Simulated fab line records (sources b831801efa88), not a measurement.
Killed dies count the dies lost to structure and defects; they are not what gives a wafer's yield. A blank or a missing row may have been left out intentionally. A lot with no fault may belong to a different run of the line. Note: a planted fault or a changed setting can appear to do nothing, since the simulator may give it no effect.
fab line records | flow sky130
record lots=6 | wafers=18 | last-day=50
route steps=708 shown GATE_OXIDE@200 POLY_GATE@204 RES_PROTECT@206 PAD_OPEN@708
lots with no fault: from the same line, run without faults
start-h: the number of hours between the record's first day and the start of the first shown wafer of the lot | wait-h: hours elapsed since this lot's preceding step | " same as the row above | L1.1+2: one row covering several wafers at once | - no value, or no start given | * or withheld: withheld | < > ~ a bound
route shown NAME@n: NAME is a module with steps in the file, n the number in the route of the first one | usual: mean/standard deviation of fault-free wafers | same: alike in all rows | chamber/n: place in a boat | sites: each site's reading | _std_site: how widely they spread, as a standard deviation | _edge_site: inner sites' mean taken away from outer sites' mean | radius-mm: how far each site lies from the wafer's centre | mask NAME#n: copy n | behind: tool/chamber where the wafer was last shaped | hold: reason for holding the lot/hours on hold/outcome of the hold | device: which transistor (n, p or np) failed to switch | end of line: tests run on the same wafers once the route is complete | for a step that has no rows: nothing shown but its recipe | killed: dies that structure and defects cost at the first sort, which is not the same as the wafer's yield | map: dies across one wafer; x = killed, . = not, _ = none there
set.NAME: the setting that was run; set.NAME@STEP: the one run at that earlier step | model.NAME: the simulator's own value behind a step, which no gauge read
certain route steps with their lots: each step a table, each wafer a row
services: the hour from which a tool's chamber was out of use, counted from the record's first day as start-h (under 0 if before that day), plus the number of hours and why
## steps
# step SKY_GATE_OXIDE_STRIP_13
# recipe chemistry=O2/N2 | power-w=1400 | pressure-mtorr=1500 | platen-temp-c=withheld | o2-flow-sccm=3000 | n2-flow-sccm=300 | overash-fraction=0.5
# usual drypump-motor-current-A=5.70/0.19 | oes-product-au=0.715/0.0047 | strip-time-to-endpoint-s=14.18/0.041
lot.wafer | tool            | chamber | start-h | wait-h | drypump-motor-current-A | oes-product-au | rf-hours-counter-h | strip-time-to-endpoint-s
L102.1    | plasma-asher-01 | 0       | 311.04  | 0.0    | 5.48                    | 0.721          | 50                 | 14.22
L102.2    | "               | 1       | "       | "      | 5.90                    | 0.714          | 50                 | 14.21
L102.6    | "               | 1       | "       | "      | 5.89                    | 0.723          | -                  | 14.19
L107.2    | plasma-asher-01 | 1       | 381.56  | 0.0    | 5.88                    | 0.713          | 58                 | 14.18
L107.5    | "               | 0       | "       | "      | 5.48                    | 0.716          | -                  | 14.11
L107.6    | "               | 1       | "       | "      | 5.86                    | 0.717          | -                  | 14.17
L113.3    | plasma-asher-01 | 1       | 410.47  | 0.0    | 5.84                    | 0.706          | -                  | 14.16
L113.4    | "               | 0       | "       | "      | 5.47                    | 0.717          | -                  | 14.15
L113.5    | "               | 0       | "       | "      | 5.51                    | 0.723          | -                  | 14.17
L119.1    | plasma-asher-03 | 0       | 473.20  | 0.0    | 5.39                    | 0.715          | 35                 | 14.17
L119.2    | "               | 1       | "       | "      | 5.50                    | 0.720          | 35                 | 14.23
L119.6    | "               | 1       | "       | "      | 5.49                    | 0.723          | -                  | 14.18
L117.2    | plasma-asher-03 | 0       | 474.04  | 0.0    | 5.38                    | 0.719          | 35                 | 14.24
L117.3    | "               | 1       | "       | "      | 5.46                    | 0.714          | -                  | 14.23
L117.4    | "               | 0       | "       | "      | 5.40                    | 0.718          | -                  | 14.28
L123.2    | plasma-asher-03 | 1       | 507.11  | 0.0    | 5.49                    | 0.709          | 38                 | 14.10
L123.4    | "               | 1       | "       | "      | 5.47                    | 0.716          | -                  | 14.09
L123.6    | "               | 0       | "       | "      | 5.36                    | 0.714          | -                  | 14.08
# step SKY_GATE_OXIDE_TW_MEAS_14
# usual GATE_OXIDE_TW=223.1/1
lot.wafer | tool          | chamber | start-h | wait-h | GATE_OXIDE_TW
L102.1    | film-metro-02 | -       | 311.14  | 0.1    | 222.0
L102.2    | "             | -       | "       | "      | 224.0
L102.6    | "             | -       | "       | "      | 222.5
L107.2    | film-metro-01 | -       | 381.67  | 0.1    | 223.2
L107.5    | "             | -       | "       | "      | 223.5
L107.6    | "             | -       | "       | "      | 223.9
L113.3    | film-metro-02 | -       | 410.55  | 0.1    | 222.9
L113.4    | "             | -       | "       | "      | 223.8
L113.5    | "             | -       | "       | "      | 223.3
L119.1    | film-metro-01 | -       | 473.30  | 0.1    | 222.6
L119.2    | "             | -       | "       | "      | 224.2
L119.6    | "             | -       | "       | "      | 224.3
L117.2    | film-metro-03 | -       | 474.15  | 0.1    | 221.4
L117.3    | "             | -       | "       | "      | 220.8
L117.4    | "             | -       | "       | "      | 222.4
L123.2    | film-metro-01 | -       | 507.22  | 0.1    | 223.0
L123.4    | "             | -       | "       | "      | 223.2
L123.6    | "             | -       | "       | "      | 224.1
# step SKY_GATE_OXIDE_CLEAN_15
# recipe chemistry=SC1/SC2 | mix=1:4:20 | temp-c=70 | time-s=150 | dry=n2-spin
# step SKY_GATE_OXIDE_OXIDATION_16
# recipe temp-c=800 | ambient=O2 | idle-temp-c=700 | ramp-up-c-per-min=10 | ramp-down-c-per-min=3 | stabilise-s=600 | purge-s=300 | target-thk-a=35.7 | ox-time-s=1915
# step SKY_POLY_GATE_CVD_00
# recipe material=poly-Si | target-thk-nm=180 | temp-c=620 | time-s=720 | pressure-mtorr=200
# step SKY_POLY_GATE_THK_MEAS_01
# recipe reads=poly-Si_of_POLY_GATE_CVD_00
# usual POLY_GATE_CVD_00_THK=179.2/1.8
lot.wafer | tool          | chamber | start-h | wait-h | POLY_GATE_CVD_00_THK[nm]
L102.1    | film-metro-02 | -       | 315.75  | 0.0    | 179.1
L102.2    | "             | -       | "       | "      | 180.0
L102.6    | "             | -       | "       | "      | 180.1
L107.2    | film-metro-02 | -       | 385.57  | 0.0    | 181.8
L107.5    | "             | -       | "       | "      | 181.7
L107.6    | "             | -       | "       | "      | 180.3
L113.3    | film-metro-02 | -       | 414.74  | 0.0    | 176.1
L113.4    | "             | -       | "       | "      | 177.8
L113.5    | "             | -       | "       | "      | 176.4
L119.1    | film-metro-04 | -       | 480.32  | 0.0    | 178.3
L119.2    | "             | -       | "       | "      | 179.1
L119.6    | "             | -       | "       | "      | 179.6
L117.2    | film-metro-02 | -       | 480.33  | 0.0    | 178.7
L117.3    | "             | -       | "       | "      | 180.5
L117.4    | "             | -       | "       | "      | 178.1
L123.2    | film-metro-04 | -       | 510.07  | 0.0    | 179.6
L123.4    | "             | -       | "       | "      | 179.9
L123.6    | "             | -       | "       | "      | 179.7
# step SKY_RES_PROTECT_DEHYDRATE_00
# recipe temp-c=200 | time-s=60
# step SKY_RES_PROTECT_HMDS_01
# recipe prime-time-s=60 | prime-temp-c=120
# step SKY_RES_PROTECT_COAT_02
# recipe resist=NOVOLAK | spin-rpm=3000 | resist-thk-nm=1140
# step SKY_RES_PROTECT_SOFTBAKE_03
# recipe temp-c=90 | time-s=60 | resist=NOVOLAK
# step SKY_RES_PROTECT_EXPOSE_04
# recipe mask-id=RPM | na=0.6 | source-shape=conventional | sigma-outer=0.6 | polarization=unpolarized | target-cd-nm=1270 | dose-mj=131
# step SKY_RES_PROTECT_PEB_05
# recipe temp-c=withheld | time-s=* | resist=NOVOLAK
# step SKY_RES_PROTECT_DEVELOP_06
# recipe resist=NOVOLAK | developer=TMAH | develop-time-s=60 | dev-temp-c=22.27
# usual chill-plate-temp-C=22.99/0.11 | resist-line-temp-C=23.00/0.095
lot.wafer | tool           | chamber | start-h | wait-h | chill-plate-temp-C | resist-line-temp-C
L102.1    | litho-track-01 | 0       | 341.81  | 0.1    | 23.06              | 23.00
L102.2    | "              | 0       | "       | "      | 22.91              | 23.03
L102.6    | "              | 0       | "       | "      | 22.97              | 23.00
L107.2    | litho-track-02 | 0       | 414.77  | 0.1    | 22.98              | 22.90
L107.5    | "              | 0       | "       | "      | 22.98              | 22.93
L107.6    | "              | 0       | "       | "      | 22.90              | 22.92
L113.3    | litho-track-02 | 0       | 444.80  | 0.1    | 23.09              | 23.08
L113.4    | "              | 0       | "       | "      | 22.96              | 23.09
L113.5    | "              | 0       | "       | "      | 23.08              | 22.86
L119.1    | litho-track-02 | 0       | 509.10  | 0.1    | 23.08              | 23.00
L119.2    | "              | 0       | "       | "      | 23.08              | 23.04
L119.6    | "              | 0       | "       | "      | 23.01              | 23.01
L117.2    | litho-track-02 | 0       | 509.42  | 0.1    | 22.80              | 23.01
L117.3    | "              | 0       | "       | "      | 22.86              | 23.17
L117.4    | "              | 0       | "       | "      | 22.89              | 23.02
L123.2    | litho-track-01 | 0       | 540.29  | 0.1    | 22.95              | 22.95
L123.4    | "              | 0       | "       | "      | 23.01              | 22.95
L123.6    | "              | 0       | "       | "      | 22.89              | 22.98
# step SKY_POLY_GATE_IMPLANT_02
# recipe species=P | energy-kev=30 | dose-cm2=7.7e+15 | tilt-deg=0
# step SKY_RES_PROTECT_STRIP_07
# recipe chemistry=O2/N2 | power-w=1400 | pressure-mtorr=1500 | platen-temp-c=withheld | o2-flow-sccm=3000 | n2-flow-sccm=300 | overash-fraction=0.5
# usual drypump-motor-current-A=5.5/0.3 | oes-product-au=0.517/0.0048 | strip-time-to-endpoint-s=23.30/0.041
lot.wafer | tool            | chamber | start-h | wait-h | drypump-motor-current-A | oes-product-au | rf-hours-counter-h | strip-time-to-endpoint-s
L102.1    | plasma-asher-03 | 1       | 342.11  | 0.1    | 5.5                     | 0.509          | 20                 | 23.29
L102.2    | "               | 0       | "       | "      | 5.4                     | 0.517          | 20                 | 23.28
L102.6    | "               | 1       | "       | "      | 5.5                     | 0.513          | -                  | 23.27
L107.2    | plasma-asher-03 | 0       | 415.05  | 0.1    | 5.4                     | 0.513          | 29                 | 23.31
L107.5    | "               | 0       | "       | "      | 5.4                     | 0.516          | -                  | 23.31
L107.6    | "               | 1       | "       | "      | 5.5                     | 0.511          | -                  | 23.27
L113.3    | plasma-asher-02 | 1       | 445.08  | 0.1    | 5.0                     | 0.517          | -                  | 23.30
L113.4    | "               | 0       | "       | "      | 6.0                     | 0.527          | -                  | 23.29
L113.5    | "               | 1       | "       | "      | 5.0                     | 0.525          | -                  | 23.31
L119.1    | plasma-asher-02 | 1       | 509.40  | 0.1    | 5.0                     | 0.519          | 8                  | 23.30
L119.2    | "               | 0       | "       | "      | 6.0                     | 0.512          | 8                  | 23.30
L119.6    | "               | 0       | "       | "      | 6.0                     | 0.503          | -                  | 23.33
L117.2    | plasma-asher-01 | 1       | 509.70  | 0.1    | 5.9                     | 0.517          | 71                 | 23.31
L117.3    | "               | 1       | "       | "      | 5.9                     | 0.520          | -                  | 23.34
L117.4    | "               | 0       | "       | "      | 5.5                     | 0.518          | -                  | 23.32
L123.2    | plasma-asher-01 | 0       | 540.56  | 0.1    | 5.4                     | 0.519          | 74                 | 23.26
L123.4    | "               | 0       | "       | "      | 5.5                     | 0.517          | -                  | 23.29
L123.6    | "               | 1       | "       | "      | 5.9                     | 0.517          | -                  | 23.25
# step SKY_RES_PROTECT_TW_MEAS_08
# usual POLY_GATE_TW=4034/18
lot.wafer | tool          | chamber | start-h | wait-h | POLY_GATE_TW
L102.1    | film-metro-02 | -       | 342.21  | 0.1    | 4043
L102.2    | "             | -       | "       | "      | 4043
L102.6    | "             | -       | "       | "      | 4031
L107.2    | film-metro-02 | -       | 415.16  | 0.1    | 30
L107.5    | "             | -       | "       | "      | 30
L107.6    | "             | -       | "       | "      | 30
L113.3    | film-metro-01 | -       | 445.17  | 0.1    | 30
L113.4    | "             | -       | "       | "      | 30
L113.5    | "             | -       | "       | "      | 30
L119.1    | film-metro-01 | -       | 509.50  | 0.1    | 4041
L119.2    | "             | -       | "       | "      | 4021
L119.6    | "             | -       | "       | "      | 4039
L117.2    | film-metro-04 | -       | 509.81  | 0.1    | 4024
L117.3    | "             | -       | "       | "      | 4013
L117.4    | "             | -       | "       | "      | 4042
L123.2    | film-metro-04 | -       | 540.67  | 0.1    | 4037
L123.4    | "             | -       | "       | "      | 4049
L123.6    | "             | -       | "       | "      | 4023
# step SKY_RES_PROTECT_CLEAN_09
# recipe chemistry=SC1/SC2 | mix=1:4:20 | temp-c=70 | time-s=150 | dry=n2-spin
# step SKY_PAD_OPEN_PROBE_99
# usual killed_at_M0_to_M3=44/7.2 | killed_at_M4_up=3.0/1.8 | killed-at-contacts=24/5.4 | killed-at-front-end=14/4.4 | killed-at-other=0.4/0.64 | killed-dies=86/9.4 | killed-open=47/7.7 | killed-short=39/5.8
# same gross-dies=492 | killed-at-back-side=0
lot.wafer | tool      | chamber | start-h | wait-h | killed_at_M0_to_M3 | killed_at_M4_up | killed-at-contacts | killed-at-front-end | killed-at-other | killed-dies | killed-open | killed-short
L102.1    | prober-01 | -       | 1069.88 | 0.1    | 35                 | 1               | 37                 | 12                  | 1               | 86          | 50          | 36
L102.2    | prober-01 | -       | 1069.93 | 0.1    | 42                 | 2               | 23                 | 15                  | 2               | 84          | 42          | 42
L102.6    | prober-01 | -       | 1070.13 | 0.2    | 39                 | 3               | 25                 | 23                  | 1               | 91          | 49          | 42
# killed by level:class
L102.1 LI_CONTACT:geometric-particle:open=12 CONTACT:geometric-particle:open=11 VIA1:geometric-particle:open=9 LI_CONTACT:geometric-particle:short=5 VIA2:geometric-particle:open=5 VIA3:geometric-particle:short=5 FIELD_ISO:geometric-particle:short=4 CONTACT:geometric-particle:short=4
L102.2 LI_CONTACT:geometric-particle:open=10 VIA1:geometric-particle:open=8 METAL2:geometric-particle:short=8 VIA3:geometric-particle:open=8 CONTACT:geometric-particle:open=5 VIA1:geometric-particle:short=4 LOCAL_INTERCONNECT:geometric-particle:short=4 CONTACT:geometric-particle:short=4
L102.6 CONTACT:geometric-particle:open=10 VIA3:geometric-particle:open=9 VIA1:geometric-particle:open=7 METAL2:geometric-particle:short=7 FIELD_ISO:geometric-particle:open=6 LI_CONTACT:geometric-particle:open=6 CONTACT:geometric-particle:short=6 METAL1:geometric-particle:short=5
## services
tool            | chamber | start-h | hours | kind
plasma-asher-03 | -       | 312.71  | 21.4  | repair
plasma-asher-02 | -       | 364.22  | 39.5  | pm
plasma-asher-01 | -       | 413.21  | 2.6   | repair
plasma-asher-02 | -       | 421.25  | 9.0   | pm
plasma-asher-02 | 0       | 421.25  | 9.0   | vent-cycle
plasma-asher-02 | 1       | 421.25  | 9.0   | vent-cycle
plasma-asher-02 | 0       | 430.25  | -     | clean
plasma-asher-02 | 1       | 430.25  | -     | clean
litho-track-02  | -       | 435.23  | -     | consumable-replace:filter
plasma-asher-01 | -       | 460.53  | 2.8   | pm
plasma-asher-03 | -       | 527.98  | 1.9   | repair
plasma-asher-02 | -       | 532.47  | 2.0   | repair
## key
first-sign step=SKY_RES_PROTECT_TW_MEAS_08 | reading=POLY_GATE_TW | direction=down | sigmas=99+ | usual=4034 | struck=30
effect none on later readings
met-at SKY_RES_PROTECT_DEVELOP_06
struck-wafers L107.2,L107.5,L107.6,L113.3,L113.4,L113.5
tester-left-out L107,L113
also-fits SKY_GATE_OXIDE_STRIP_13:plasma-asher-01
fault kind=process-parameter-drift | tool=litho-track-02 | chamber=- | onset-h=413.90 | steps=SKY_RES_PROTECT_DEVELOP_06 | channel=develop-time-s | offset=* | shape=step | end-h=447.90 | acts-in=* | stated=*
# tester-left-out: of these lots the tester's yield and bins aren't shown, on N5 and GAA mostly nor the transistor test; their killed dies are dies lost to structure and defects alone, not to doping, threshold or leakage, so they don't give the yield
